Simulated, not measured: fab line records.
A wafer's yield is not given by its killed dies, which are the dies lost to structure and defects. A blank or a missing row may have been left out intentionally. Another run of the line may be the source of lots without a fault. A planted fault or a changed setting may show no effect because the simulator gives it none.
Comparing a struck lot with a sound one -- flow sky130 -- 16 out of 708 route steps
Sound: wafers L812.1, L812.3, L812.4. Struck: wafer L821.1. (L821.2, L821.3 of the same lot were not struck and are left out.) The cause comes at the end.
For every step that has rows: the tool of each side, followed by ch and its chambers, followed by its first start. Under that, the readings that differ: sound wafers -- struck wafers -- difference of the means -- sigmas: that difference in standard deviations of wafers without a fault.
alike: readings with means less than 2 such deviations apart, plus words and numbers identical on both sides. not compared: withheld readings, readings lacking a value on some wafer, bounds such as >300 that could conceal the same value, and numbers that have no deviation in the record and whose values overlap.
Wherever a step has rows on one side only, a row that says differs or no value, or a row with sigmas, the two part there. Non-overlapping numbers with no deviation appear without sigmas and do not part them. A reading that every wafer of one side lacks parts them only if that side has two wafers or more.

first, 3 steps without rows for these wafers: SKY_METAL2_EXPOSE_12 (exposes mask MM2, target cd 140 nm); SKY_METAL2_PEB_13; SKY_METAL2_DEVELOP_14 (develop time 60 s).
SKY_METAL2_CD_MEAS_15: the cd target is 140 nm.
  sound on cd_sem-02, day 38 09:38; struck on cd_sem-01, day 40 11:38
  alike: cd_nm
SKY_METAL2_OVL_MEAS_16:
  sound on overlay-02, day 38 09:46; struck on overlay-02, day 40 11:46
  alike: METAL2_OVL
SKY_METAL2_DESCUM_17: chemistry O2, time 8 s.
  sound on rie_metal-04 ch 0, day 38 09:47; struck on rie_metal-03 ch 0, day 40 11:47
  alike: drypump_motor_current_A, oes_product_au, temp_c
  not compared: rf_hours_counter_h
SKY_METAL2_ETCH_18: etches BARC in N2/H2, stops on SiO2, time 45.9 s, target depth 60 nm.
  sound on rie_metal-04 ch 0, day 38 09:52; struck on rie_metal-03 ch 0, day 40 11:49
reading,sound,struck,difference,sigmas
oes_product_au (a.u.),0.856 0.854 0.843,0.862,+0.011,+2
  alike: drypump_motor_current_A, throttle_valve_pct
  not compared: rf_hours_counter_h
SKY_METAL2_METAL_ETCH_19: etches the open film in Cl2/BCl3, stops on SiO2, target depth 360 nm, time 78 s.
  sound on rie_metal-04 ch 0, day 38 09:59; struck on rie_metal-03 ch 0, day 40 11:53
  alike: drypump_motor_current_A, oes_product_au, throttle_valve_pct
  not compared: rf_hours_counter_h
SKY_METAL2_STRIP_20: strips in O2/N2.
  sound on plasma_asher-01 ch 0,1, day 38 10:10; struck on plasma_asher-01 ch 0, day 40 11:59
reading,sound,struck,difference,sigmas
strip_time_to_endpoint_s (s),2.69 2.71 2.71,2.60,-0.10,-3
  alike: drypump_motor_current_A, oes_product_au
  not compared: rf_hours_counter_h
then, 3 steps without rows for these wafers: SKY_METAL2_STRIP_21 (strips in post etch residue remover, time 1200 s); SKY_METAL2_CLEAN_22 (cleans in IPA, time 180 s); SKY_METAL2_CLEAN_23 (cleans in O3/DIW).
SKY_VIA2_HDPCVD_00: deposits SiO2, target thk 1180 nm, time 196.7 s.
  sound on hdpcvd-02 ch 0,2, day 38 10:47; struck on hdpcvd-02 ch 1, day 40 12:41
reading,sound,struck,difference,sigmas
model.SiO2_of_VIA2_HDPCVD_00.thk_nm (nm),1183 1188 1206,2173,+981,
SKY_VIA2_THK_MEAS_01:
  sound on film_metro-04, day 38 10:55; struck on film_metro-01, day 40 12:49
reading,sound,struck,difference,sigmas
VIA2_HDPCVD_THK (nm),1183 1189 1206,2173,+980,+89
SKY_VIA2_CMP_02: polishes SiO2.
  sound on cmp-01 ch 0,2,3, day 38 10:59; struck on cmp-02 ch 2, day 40 12:53
  alike: motor_current_A, platen_rpm
-- the record jumps here: 9 days lie between the struck wafers' starts before and after (it left off in module VIA2 and takes up again in module PAD_OPEN, whose first step shown is number 708 of the route) --
SKY_PAD_OPEN_PROBE_99:
  sound on prober-01, day 48 10:28; struck on prober-02, day 49 23:08
  alike: defect_limited_yield, killed_at_M0_to_M3, killed_at_M4_up, killed_at_contacts, killed_at_front_end, killed_at_other, killed_dies, killed_open, killed_short, sort_bin_3_pad_short, sort_bin_5_function, sort_bin_6_memory, sort_n_pass, sort_yield_pct

== WHERE THEY PART ==
At SKY_METAL2_ETCH_18 first; at SKY_VIA2_THK_MEAS_01 last (within this record only). Later steps at which nothing parts them and some readings are alike: SKY_VIA2_CMP_02, SKY_PAD_OPEN_PROBE_99.

WHY: what the simulator had put in
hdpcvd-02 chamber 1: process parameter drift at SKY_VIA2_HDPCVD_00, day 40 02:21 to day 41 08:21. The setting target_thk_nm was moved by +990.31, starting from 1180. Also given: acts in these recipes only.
